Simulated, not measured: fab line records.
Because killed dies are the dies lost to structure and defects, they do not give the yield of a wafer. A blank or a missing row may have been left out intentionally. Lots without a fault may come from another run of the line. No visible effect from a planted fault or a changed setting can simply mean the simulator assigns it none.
Chamber matching	flow sfqLine	SFQ_TRILAYER_A5C_DEP_PECVD_142 on pecvd-04 has 3 sister chambers
The step deposits SiO2 from SiH4/N2O, time 15.556 s, target thk 70 nm. 6 wafers are shown with their chamber, then 8 later ones without.

## WAFERS PAIRED WITH THEIR CHAMBERS
wafer	chamber	throttleValvePct (%)	heaterPowerW (W)
L853.5	2	22.8	69
L853.6	0	24.2	104
L854.1	0	24.4	114
L854.2	1	22.7	82
L854.5	2	22.7	67
L855.2	1	22.8	78

## WAFERS WITH NO CHAMBER GIVEN
wafer	throttleValvePct (%)	heaterPowerW (W)
L855.4	24.4	106
L855.6	22.8	75
L858.1	23.1	82
L858.5	22.9	66
L858.6	24.3	116
L861.2	22.9	65
L861.4	23.1	66
L861.5	22.8	80

## WHICH CHAMBER EACH WENT THROUGH
wafer	from the rows above	in truth
L855.4	0	0
L855.6	can't be placed: 1 or 2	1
L858.1	can't be placed: 1 or 2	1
L858.5	can't be placed: 2 or 1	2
L858.6	0	0
L861.2	2	2
L861.4	can't be placed: 2 or 1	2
L861.5	1	1
Placed correctly: 4 of 8. Can't be placed from these rows: 4 (the true chamber is among the candidates in 4). 0 placed wrongly.
How it was worked out, from the rows above alone: a wafer's distance from a chamber is the root of the sum, over the readings, of the square of ((its reading less the chamber's mean) divided by the reading's scatter). If the next closest chamber is less than 2 further off than the closest, the wafer can't be placed; otherwise it belongs to the closest. For every chamber, the mean is computed from those of its wafers that are shown. The scatter is the square root of a quotient: the sum, over the shown wafers, of each reading's squared deviation from its chamber's mean, divided by wafers minus chambers.
